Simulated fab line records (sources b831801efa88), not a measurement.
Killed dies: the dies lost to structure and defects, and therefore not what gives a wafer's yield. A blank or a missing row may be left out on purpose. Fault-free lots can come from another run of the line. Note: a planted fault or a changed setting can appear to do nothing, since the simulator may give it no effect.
Shared-tool check + flow gf180mcu + 11 lots, 39 wafers sampled

THE REASON FOR OPENING IT
Of 11 lots, 2 have the reading NSD_RS flagged at GF_PSD_RS_MEAS_14. No-fault wafers: 46.14 ohm/sq, standard deviation 0.083.
Rule: flag the lot when none of its wafers has a number, or when each of its wafers that has one lies beyond 4 standard deviations from that mean. The other lots count as sound.

| lot  | measured     | on            | NSD_RS (ohm/sq), wafer by wafer     | flag    |
|------|--------------|---------------|-------------------------------------|---------|
| L683 | day 13 23:52 | film-metro-04 | 46.11 46.07 46.15                   |         |
| L684 | day 14 09:46 | film-metro-02 | 46.19 46.24 46.05                   |         |
| L686 | day 15 02:52 | film-metro-04 | 46.28 46.20 46.27                   |         |
| L687 | day 15 12:21 | film-metro-04 | 46.19 46.16 46.14                   |         |
| L691 | day 17 01:02 | film-metro-03 | 46.11 46.14 46.09                   |         |
| L692 | day 17 11:17 | film-metro-02 | 46.08 46.18 46.14                   |         |
| L693 | day 18 05:31 | film-metro-04 | 46.21 46.23 46.18                   |         |
| L695 | day 18 15:30 | film-metro-04 | 46.12 46.17 46.22                   |         |
| L702 | day 21 00:37 | film-metro-03 | 44.91 44.88 44.90 44.96 44.95 44.88 | FLAGGED |
| L703 | day 21 09:38 | film-metro-03 | 44.85 44.85 44.80 44.98 44.89 44.85 | FLAGGED |
| L706 | day 22 11:58 | film-metro-04 | 46.15 46.13 46.10                   |         |
The mean of the flagged lots' numbers is 44.89 ohm/sq, -1.25 ohm/sq from the usual (-15 standard deviations).

EACH LOT AND THE TOOL IT RAN ON
Before the reading, the record contains 3 process steps out of a 602-step route. In each cell: the tool, then ch and the chambers that the sampled wafers went through, then the start.
| lot  | flag    | GF_HV_LDD_STRIP_49                   | GF_NSD_IMPLANT_09               | GF_NSD_STRIP_11                      |
|------|---------|--------------------------------------|---------------------------------|--------------------------------------|
| L683 |         | plasma-asher-02 ch 0,1, day 12 03:04 | implanter-03 ch 0, day 13 03:04 | plasma-asher-01 ch 0,1, day 13 03:22 |
| L684 |         | plasma-asher-03 ch 0,1, day 12 13:25 | implanter-01 ch 0, day 13 12:20 | plasma-asher-01 ch 0,1, day 13 12:37 |
| L686 |         | plasma-asher-02 ch 0, day 13 06:31   | implanter-01 ch 0, day 14 05:37 | plasma-asher-01 ch 1, day 14 05:55   |
| L687 |         | plasma-asher-03 ch 0,1, day 13 14:22 | implanter-03 ch 0, day 14 14:04 | plasma-asher-01 ch 0,1, day 14 14:22 |
| L691 |         | plasma-asher-02 ch 0,1, day 15 00:40 | implanter-03 ch 0, day 16 01:55 | plasma-asher-01 ch 0,1, day 16 02:12 |
| L692 |         | plasma-asher-01 ch 0,1, day 15 10:24 | implanter-04 ch 0, day 16 11:43 | plasma-asher-04 ch 0,1, day 16 12:00 |
| L693 |         | plasma-asher-01 ch 1, day 16 03:55   | implanter-04 ch 0, day 17 05:31 | plasma-asher-01 ch 0,1, day 17 05:49 |
| L695 |         | plasma-asher-01 ch 0,1, day 16 13:11 | implanter-03 ch 0, day 17 15:13 | plasma-asher-04 ch 0,1, day 17 15:30 |
| L702 | FLAGGED | plasma-asher-02 ch 0,1, day 18 20:01 | implanter-01 ch 0, day 19 23:36 | plasma-asher-01 ch 0, day 19 23:52   |
| L703 | FLAGGED | plasma-asher-03 ch 0,1, day 19 04:46 | implanter-01 ch 0, day 20 08:29 | plasma-asher-01 ch 0,1, day 20 08:46 |
| L706 |         | plasma-asher-02 ch 0,1, day 20 08:58 | implanter-03 ch 0, day 21 11:37 | plasma-asher-01 ch 0,1, day 21 11:55 |
What is done by these steps:
- GF_HV_LDD_STRIP_49: strips in O2/N2.
- GF_NSD_IMPLANT_09
- GF_NSD_STRIP_11: strips in O2/N2.
- GF_PSD_RS_MEAS_14: measures by four-point-probe.

FLAGGED OVER TOTAL, TOOL BY TOOL (the gauges that took the reading come last)
| step               | tool            | lots run | flagged | share of the flagged lots | sound lots run after its first flagged lot |
|--------------------|-----------------|----------|---------|---------------------------|--------------------------------------------|
| GF_HV_LDD_STRIP_49 | plasma-asher-01 | 3        | 0       | none                      | -                                          |
| GF_HV_LDD_STRIP_49 | plasma-asher-02 | 5        | 1       | some                      | 1 (L706)                                   |
| GF_HV_LDD_STRIP_49 | plasma-asher-03 | 3        | 1       | some                      | 0                                          |
| GF_NSD_IMPLANT_09  | implanter-01    | 4        | 2       | all                       | 0                                          |
| GF_NSD_IMPLANT_09  | implanter-03    | 5        | 0       | none                      | -                                          |
| GF_NSD_IMPLANT_09  | implanter-04    | 2        | 0       | none                      | -                                          |
| GF_NSD_STRIP_11    | plasma-asher-01 | 9        | 2       | all                       | 1 (L706)                                   |
| GF_NSD_STRIP_11    | plasma-asher-04 | 2        | 0       | none                      | -                                          |
| GF_PSD_RS_MEAS_14  | film-metro-02   | 2        | 0       | none                      | -                                          |
| GF_PSD_RS_MEAS_14  | film-metro-03   | 3        | 2       | all                       | 0                                          |
| GF_PSD_RS_MEAS_14  | film-metro-04   | 6        | 0       | none                      | -                                          |

THE TABLE: WHAT IT ALLOWS
Rows of the table that ran every flagged lot, 3 in all: implanter-01 at GF_NSD_IMPLANT_09, plasma-asher-01 at GF_NSD_STRIP_11, film-metro-03 at GF_PSD_RS_MEAS_14.
- implanter-01 at GF_NSD_IMPLANT_09 ran 4 lots, 2 of them flagged. It ran its last sound lot, L686, at day 14 05:37 and its first flagged lot, L702, at day 19 23:36: a fault with its onset between the two fits. Its own readings (beam-energy-keV) fall more than 4 standard deviations out on all wafers of the flagged lots.
- plasma-asher-01 at GF_NSD_STRIP_11 ran 9 lots, 2 of them flagged. Lots that were sound ran on it after the first flagged one (L706); a persistent fault on the entire tool would not allow that. Its own readings (strip-time-to-endpoint-s) fall more than 4 standard deviations out on all wafers of the flagged lots.
- film-metro-03 at GF_PSD_RS_MEAS_14 ran 3 lots, 2 of them flagged. It ran its last sound lot, L691, at day 17 01:02 and its first flagged lot, L702, at day 21 00:37: a fault with its onset between the two fits.
These 2 tools cannot be told apart by counting lots, since each of them fits a fault that started at some hour. More lots, or a look at what each step does to the wafer, might.

WHAT THE SIMULATOR HAD INSERTED
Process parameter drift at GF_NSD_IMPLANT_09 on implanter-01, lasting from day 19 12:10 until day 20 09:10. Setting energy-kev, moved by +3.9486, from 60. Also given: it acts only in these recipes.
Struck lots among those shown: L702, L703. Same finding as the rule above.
